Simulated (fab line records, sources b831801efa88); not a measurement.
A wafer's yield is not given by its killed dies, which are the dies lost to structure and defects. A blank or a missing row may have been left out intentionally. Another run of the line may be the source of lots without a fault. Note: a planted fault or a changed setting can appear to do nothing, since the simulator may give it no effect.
A struck lot beside a sound one / flow sfq line / 41 out of 325 route steps
Sound: wafers L353.2, L353.5, L353.6. Struck: wafer L361.2 (L361.1, L361.4, from the same lot, were not struck and are left out); the cause is given at the end.
At each step with rows: each side's tool, then ch and its chambers, then its first start. Under that, the readings that differ: sound wafers / struck wafers / difference of the means / sigmas: that difference in standard deviations of wafers without a fault.
alike: readings whose means differ by less than 2 such deviations, and words and numbers that are the same on both sides. not compared: withheld readings, readings that some wafer has no value for, bounds like >300 that may hide the same value, and numbers for which the record gives no deviation and whose values overlap.
Wherever a step has rows on one side only, a row that says differs or no value, or a row with sigmas, the two part there. Numbers that have no deviation but don't overlap get no sigmas and don't part them. Lack of a reading on every wafer of one side parts them only where that side has two or more wafers.

first, 6 steps without rows for these wafers: SFQ_TRILAYER_I1_VIA_LITHO_COAT_054 (resist thk 62 nm); SFQ_TRILAYER_I1_VIA_LITHO_COAT_049 (resist thk 650 nm); SFQ_TRILAYER_I1_VIA_LITHO_SOFTBAKE_053; SFQ_TRILAYER_I1_VIA_LITHO_EXPOSE_050 (exposes mask I1, target cd 500 nm); SFQ_TRILAYER_I1_VIA_LITHO_PEB_052 (peb time 60 s); SFQ_TRILAYER_I1_VIA_LITHO_DEVELOP_051 (time 60 s).
SFQ_I1_OVL_MEAS_913:
  sound on overlay-01 at day 25 03:00; struck on overlay-02 at day 28 05:22
  alike: I1_OVL
SFQ_TRILAYER_I1_VIA_BARC_OPEN_VIA_ETCH_071: etches BARC in O2, target depth 125 nm, time 41.7 s.
  sound on rie diel-01 ch 2,3, day 25 03:02; struck on rie diel-02 ch 0, day 28 05:24
  alike: drypump motor current A, oes product au
  not compared: rf hours counter h
then, 4 steps without rows for these wafers: SFQ_TRILAYER_I1_VIA_ETCH_VIA_ETCH_052 (etches SiO2 in CHF3, stops on Nb, target depth 260 nm); SFQ_TRILAYER_I1_VIA_STRIP_STRIP_053 (strips in O2); SFQ_TRILAYER_I1_VIA_STRIP_SOLV_CLEAN_054 (cleans in NMP, time 600 s); SFQ_TRILAYER_M2_DEP_PRE_CLEAN_056 (time 22.5 s).
SFQ_TRILAYER_M2_DEP_SPUTTER_055: material Nb, target thk 200 nm, time 133.3 s.
  sound on pvd sputter-03 at day 25 03:59; struck on pvd sputter-06 at day 28 06:21
reading=model.Nb_of_TRILAYER_M2_DEP_SPUTTER_055.thk nm (nm); sound=201.5 200.7 202.1; struck=147.2; difference=-54.2; sigmas=
  alike: resputter cathode voltage v, throttle valve pct
SFQ_M2_RS_MEAS_914: a four-point-probe measurement.
  sound on film metro-02 at day 25 04:06; struck on film metro-03 at day 28 06:44
reading=M2_NB_RS (ohm/sq); sound=0.881 0.884 0.879; struck=1.213; difference=+0.332; sigmas=+28
  not compared: hold
then, 5 steps without rows for these wafers: SFQ_TRILAYER_M2_LITHO_COAT_057 (resist thk 600 nm); SFQ_TRILAYER_M2_LITHO_SOFTBAKE_061; SFQ_TRILAYER_M2_LITHO_EXPOSE_058 (exposes mask M2, target cd 500 nm); SFQ_TRILAYER_M2_LITHO_PEB_060 (peb time 60 s); SFQ_TRILAYER_M2_LITHO_DEVELOP_059 (time 60 s).
-- the record jumps here: 6 days lie between the struck wafers' starts before and after --
SFQ_M2_OVL_MEAS_916:
  sound on overlay-02 at day 31 14:20; struck on overlay-02 at day 34 07:59
  alike: M2_OVL
then, 1 step without rows for these wafers: SFQ_TRILAYER_M2_BARC_OPEN_METAL_ETCH_077 (etches BARC in O2, target depth 125 nm, time 41.7 s).
SFQ_TRILAYER_M2_ETCH_METAL_ETCH_060: etches Nb in Cl2/Ar, stops on SiO2, target depth 240 nm, time 120 s.
  sound on rie metal-03 ch 0,1, day 31 14:26; struck on rie metal-03 ch 1, day 34 08:04
reading=oes product au (a.u.); sound=0.894 0.895 0.901; struck=0.764; difference=-0.133; sigmas=-16
  alike: drypump motor current A
  not compared: rf hours counter h
SFQ_TRILAYER_M2_STRIP_STRIP_061: strips in O2.
  sound on rie metal-03 ch 0,1, day 31 14:33; struck on rie metal-03 ch 1, day 34 08:12
  alike: drypump motor current A, oes product au
  not compared: rf hours counter h
then, 1 step without rows for these wafers: SFQ_TRILAYER_M2_STRIP_SOLV_CLEAN_062 (cleans in NMP, time 600 s).
SFQ_TRILAYER_I2_DEP_PECVD_063: deposits SiO2 from SiH4/N2O, time 111.11 s, target thk 500 nm.
  sound on pecvd-04 ch 0,2, day 31 15:20; struck on pecvd-01 ch 1, day 34 08:58
  alike: heater power w, throttle valve pct
SFQ_TRILAYER_I2_CMP_CMP_064: polishes SiO2.
  sound on cmp-01 ch 0,1,3, day 31 16:54; struck on cmp-01 ch 1, day 35 02:26
  alike: motor current A, time to endpoint s
SFQ_I2_BOW_MEAS_917:
  sound on film metro-03 at day 31 18:25; struck on film metro-04 at day 35 05:26
  alike: I2_BOW
then, 7 steps without rows for these wafers: SFQ_TRILAYER_I2_METRO_MEASURE_065; SFQ_TRILAYER_I2_VIA_LITHO_COAT_072 (resist thk 62 nm); SFQ_TRILAYER_I2_VIA_LITHO_COAT_067 (resist thk 650 nm); SFQ_TRILAYER_I2_VIA_LITHO_SOFTBAKE_071; SFQ_TRILAYER_I2_VIA_LITHO_EXPOSE_068 (exposes mask I2, target cd 500 nm); SFQ_TRILAYER_I2_VIA_LITHO_PEB_070 (peb time 60 s); SFQ_TRILAYER_I2_VIA_LITHO_DEVELOP_069 (time 60 s).
-- the record jumps here: 6 days lie between the struck wafers' starts before and after --
SFQ_I2_OVL_MEAS_918:
  sound on overlay-02 at day 37 21:57; struck on overlay-01 at day 40 23:37
  alike: I2_OVL
SFQ_TRILAYER_I2_VIA_BARC_OPEN_VIA_ETCH_096: etches BARC in O2, target depth 125 nm, time 41.7 s.
  sound on rie diel-04 ch 0,3, day 37 21:59; struck on rie diel-01 ch 3, day 40 23:39
  alike: drypump motor current A, oes product au
  not compared: rf hours counter h
then, 4 steps without rows for these wafers: SFQ_TRILAYER_I2_VIA_ETCH_VIA_ETCH_070 (etches SiO2 in CHF3, stops on Nb, target depth 260 nm); SFQ_TRILAYER_I2_VIA_STRIP_STRIP_071 (strips in O2); SFQ_TRILAYER_I2_VIA_STRIP_SOLV_CLEAN_072 (cleans in NMP, time 600 s); SFQ_TRILAYER_M3_DEP_PRE_CLEAN_074 (time 22.5 s).
-- the record jumps here: 44 days lie between the struck wafers' starts before and after --
SFQ_M8_BOW_MEAS_951:
  sound on film metro-01 at day 75 15:14; struck on film metro-04 at day 84 23:26
reading=model.etest.m2.ohm um; sound=1.774 1.789 1.765; struck=2.419; difference=+0.643; sigmas=
reading=model.etest.i1.link ohm; sound=1.944 1.945 1.942; struck=2.353; difference=+0.409; sigmas=
reading=model.etest.i2.link ohm; sound=1.983 1.943 1.982; struck=2.289; difference=+0.320; sigmas=
reading=model.etest.m2.ohm sq; sound=0.8821 0.8855 0.8794; struck=1.207; difference=+0.325; sigmas=
  alike: M8_BOW

WHERE THEY PART
First at SFQ_M2_RS_MEAS_914; last, within this record, at SFQ_TRILAYER_M2_ETCH_METAL_ETCH_060. Later steps at which nothing parts them and some readings are alike: SFQ_TRILAYER_M2_STRIP_STRIP_061, SFQ_TRILAYER_I2_DEP_PECVD_063, SFQ_TRILAYER_I2_CMP_CMP_064, SFQ_I2_BOW_MEAS_917, SFQ_I2_OVL_MEAS_918, SFQ_TRILAYER_I2_VIA_BARC_OPEN_VIA_ETCH_096, SFQ_M8_BOW_MEAS_951.

WHY: what had been put in by the simulator
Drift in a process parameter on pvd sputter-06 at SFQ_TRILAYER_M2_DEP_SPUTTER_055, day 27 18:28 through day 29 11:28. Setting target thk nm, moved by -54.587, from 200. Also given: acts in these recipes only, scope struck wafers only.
